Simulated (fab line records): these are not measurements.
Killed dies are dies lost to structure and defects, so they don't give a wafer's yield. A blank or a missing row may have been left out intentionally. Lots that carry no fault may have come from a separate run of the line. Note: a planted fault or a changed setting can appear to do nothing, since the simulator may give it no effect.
A lot that was struck, set against a sound lot :: flow gf180mcu :: 32 out of 602 route steps
Sound: these wafers, L658.1, L658.5, L658.6. Struck: wafers L651.1, L651.2, L651.5. The cause is given at the end.
Order at every step that has rows: each side's tool, ch and its chambers, its first start. Under that, the readings that differ: sound wafers :: struck wafers :: difference of the means :: sigmas: that difference in standard deviations of wafers without a fault.
alike: readings whose means differ by less than 2 such deviations, and words and numbers that are the same on both sides. not compared: withheld readings, readings that some wafer has no value for, bounds like >300 that may hide the same value, and numbers for which the record gives no deviation and whose values overlap.
The two part at a step that has a row with sigmas, a row that says differs or no value, or rows on one side only. Non-overlapping numbers with no deviation appear without sigmas and do not part them. A reading that every wafer of one side lacks parts them only if that side has two wafers or more.

first, 2 steps without rows for these wafers: GF_SAB_ETCH_11 (etches SiO2 in C4F8/O2/Ar, target depth 55 nm, time 8.366 s); GF_SAB_WET_ETCH_12 (etches SiO2 in dHF, target depth 22 nm, time 440 s).
GF_SAB_STRIP_13: strips in O2/N2.
  sound on plasma asher-04 ch 0,1, day 20 19:21; struck on plasma asher-01 ch 0,1, day 18 01:02
  alike: drypump motor current A, heater power w, oes product au, strip time to endpoint s
  not compared: rf hours counter h
then, 2 steps without rows for these wafers: GF_SALICIDE_CLEAN_00 (cleans in SC1/SC2, time 150 s); GF_SALICIDE_WET_ETCH_01 (etches SiO2 in dHF, target depth 5 nm, time 100 s).
GF_SALICIDE_SPUTTER_02: material Co, target thk 10 nm, time 20 s.
  struck on pvd sputter-03, day 18 01:14; sound on pvd sputter-04, day 20 19:32
  alike: cathode dc power W, throttle valve pct
then, 1 step without rows for these wafers: GF_SALICIDE_SPUTTER_03 (material TiN, target thk 20 nm, time 16.7 s).
GF_SALICIDE_RS_MEAS_04: the measuring method here is four-point-probe.
  struck on film metro-02, day 18 01:17; sound on film metro-03, day 20 19:35
  alike: SALICIDE_TIN_RS
GF_SALICIDE_THK_MEAS_05: measures by xrf.
  struck on film metro-02, day 18 01:25; sound on film metro-03, day 20 19:43
  alike: SALICIDE_TIN_THK
then, 3 steps without rows for these wafers: GF_SALICIDE_RTA_06 (time 30 s); GF_SALICIDE_WET_ETCH_07 (etches the open film in SPM, target depth 120 nm); GF_SALICIDE_RTA_08 (time 30 s).
GF_CONTACT_CVD_00: deposits SiO2, target thk 300 nm, time 50 s.
  sound on hdpcvd-02 ch 0,1, day 20 20:04; struck on hdpcvd-01 ch 0,2, day 18 01:46
reading: sih4 flow sccm (sccm)
sound: 60.13 60.03 60.08
struck: 50.98 51.22 51.06
difference: -8.99
sigmas: -53

reading: model.SiO2_of_CONTACT_CVD_00.thk nm (nm)
sound: 303.3 306.2 298.9
struck: 258.2 260.5 258.4
difference: -43.8
sigmas: 
GF_CONTACT_THK_MEAS_01:
  struck on film metro-01, day 18 01:48; sound on film metro-01, day 20 20:07
reading: CONTACT_CVD_00_THK (nm)
sound: 303 306 299
struck: 258 260 258
difference: -44
sigmas: -13
GF_CONTACT_CVD_02: deposits SiO2 from TEOS, target thk 860 nm, time 95.992 s.
  sound on pecvd-03 ch 0,1, day 20 20:10; struck on pecvd-02 ch 0,1,2, day 18 01:52
  alike: heater power w
GF_CONTACT_THK_MEAS_03:
  struck on film metro-02, day 18 01:56; sound on film metro-02, day 20 20:14
  alike: CONTACT_CVD_02_THK
GF_CONTACT_CMP_04: polishes SiO2.
  sound on cmp-01 ch 1,2, day 20 20:18; struck on cmp-02 ch 0,1, day 18 01:59
  alike: motor current A
GF_CONTACT_BOW_MEAS_05:
  struck on film metro-04, day 18 02:17; sound on film metro-04, day 20 20:36
  alike: CONTACT_BOW
then, 8 steps without rows for these wafers: GF_CONTACT_DEHYDRATE_06 (time 60 s); GF_CONTACT_HMDS_07 (prime time 60 s); GF_CONTACT_COAT_08; GF_CONTACT_COAT_09 (resist thk 1000 nm); GF_CONTACT_SOFTBAKE_10 (time 60 s); GF_CONTACT_EXPOSE_11 (exposes mask Contact, target cd 220 nm); GF_CONTACT_PEB_12 (peb time 90 s); GF_CONTACT_DEVELOP_13 (develop time 62.08 s).
GF_CONTACT_CD_MEAS_14: target cd 220 nm.
  struck on cd sem-01, day 19 01:57; sound on cd sem-01, day 21 20:59
  alike: cd nm
GF_CONTACT_OVL_MEAS_15:
  struck on overlay-02, day 19 02:04; sound on overlay-02, day 21 21:06
  alike: CONTACT_OVL
then, 1 step without rows for these wafers: GF_CONTACT_ETCH_16 (etches BARC in N2/H2).
GF_CONTACT_ETCH_17: etches SiO2 in C4F8/O2/Ar, stops on CoSi2, target depth 860 nm.
  sound: rie diel-02 ch 0,3; struck: rie diel-01 ch 0,1,2
reading: oes product au (a.u.)
sound: 0.820 0.818 0.812
struck: 0.786 0.797 0.802
difference: -0.022
sigmas: -4

reading: model.CONTACT.feature depth nm (nm)
sound: 863.2 864.4 857.5
struck: 819.4 821 818.8
difference: -42.0
sigmas: 

reading: model.etch.depth nm (nm)
sound: 863.2 864.4 857.5
struck: 819.4 821 818.8
difference: -42.0
sigmas: 
GF_CONTACT_STRIP_18: strips in O2/N2.
  sound on plasma asher-01 ch 0,1, day 21 21:18; struck on plasma asher-04 ch 0,1, day 19 02:16
  alike: drypump motor current A, heater power w, oes product au
  not compared: rf hours counter h
-- the record jumps here: 12 days lie between the struck wafers' starts before and after (it left off in module CONTACT and takes up again in module PASSIVATION, whose first step shown is number 602 of the route) --
GF_PASSIVATION_PROBE_99:
  record: rows for the struck wafers here (prober-02, day 31 11:55), none for the sound ones

== WHERE THEY PART ==
First at GF_CONTACT_CVD_00; last, within this record, at GF_PASSIVATION_PROBE_99.

WHY: the cause the simulator had injected
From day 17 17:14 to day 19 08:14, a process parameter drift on hdpcvd-01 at GF_CONTACT_CVD_00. From 60, the setting sih4 flow sccm moved by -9. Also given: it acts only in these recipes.
